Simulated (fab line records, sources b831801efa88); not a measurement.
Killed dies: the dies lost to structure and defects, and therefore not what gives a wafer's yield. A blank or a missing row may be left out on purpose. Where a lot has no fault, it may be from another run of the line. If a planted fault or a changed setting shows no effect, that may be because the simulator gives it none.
2 desks looking at one fault / flow gf180mcu / each desk has only its own numbers; what lay behind them comes last

AT THE METROLOGY DESK
Lot by lot, what the gauges showed, no matter which tool ran the lot: averages of those sampled wafers that carry a number. If a lot's mean is further than 4 standard deviations from the usual mean, the lot is out of limits and carries the mark OUT (the distance appears in the brackets).
Columns: A = INCOMING_BOW at GF_STI_BOW_MEAS_00, usual 1 um; B = MVSD_OVL at GF_MVSD_OVL_MEAS_07, usual 0.7 nm
lot=L942; first seen here=day 1 10:00; A=1; B=2.2
lot=L947; first seen here=day 2 11:00; A=4; B=0.7
lot=L948; first seen here=day 2 16:00; A=8; B=0.5
lot=L949; first seen here=day 2 21:00; A=7; B=0.5
lot=L951; first seen here=day 3 07:04; A=-0; B=0.0
lot=L952; first seen here=day 3 12:00; A=2; B=1.3
lot=L953; first seen here=day 3 17:01; A=1; B=-1.2
lot=L954; first seen here=day 3 22:01; A=0; B=1.5
lot=L955; first seen here=day 4 03:00; A=-2; B=3.7
lot=L956; first seen here=day 4 08:02; A=0; B=1.1
lot=L960; first seen here=day 5 04:01; A=-5; B=3.4
lot=L961; first seen here=day 5 09:01; A=3; B=-1.5
lot=L962; first seen here=day 5 14:01; A=-7; B=-0.3
This desk's verdict: no lot among the 13 shows anything out of limits.

FOR THE TOOL OWNER'S DESK: lithoTrack-04
The tool's own readings at GF_DNWELL_COAT_02 (resist thk 3000 nm): means of the sampled wafers that have a number, for each lot that ran on this tool. If a lot's mean is further than 4 standard deviations from the usual mean, the lot is out of limits and carries the mark OUT (the distance appears in the brackets).
Columns: A = chillPlateTempC at GF_DNWELL_COAT_02, usual 22.99 C
lot=L948; first seen here=day 3 20:23; A=22.98
lot=L953; first seen here=day 4 20:43; A=22.87
lot=L954; first seen here=day 5 04:13; A=22.85
lot=L956; first seen here=day 5 13:35; A=23.03
lot=L962; first seen here=day 6 22:10; A=22.99
This desk's verdict: no lot among the 5 shows anything out of limits.

ALL TOGETHER
Nothing out of limits was seen by the metrology desk.
The desk of the tool owner found nothing out of limits.

WHAT WAS PUT IN BY THE SIMULATOR
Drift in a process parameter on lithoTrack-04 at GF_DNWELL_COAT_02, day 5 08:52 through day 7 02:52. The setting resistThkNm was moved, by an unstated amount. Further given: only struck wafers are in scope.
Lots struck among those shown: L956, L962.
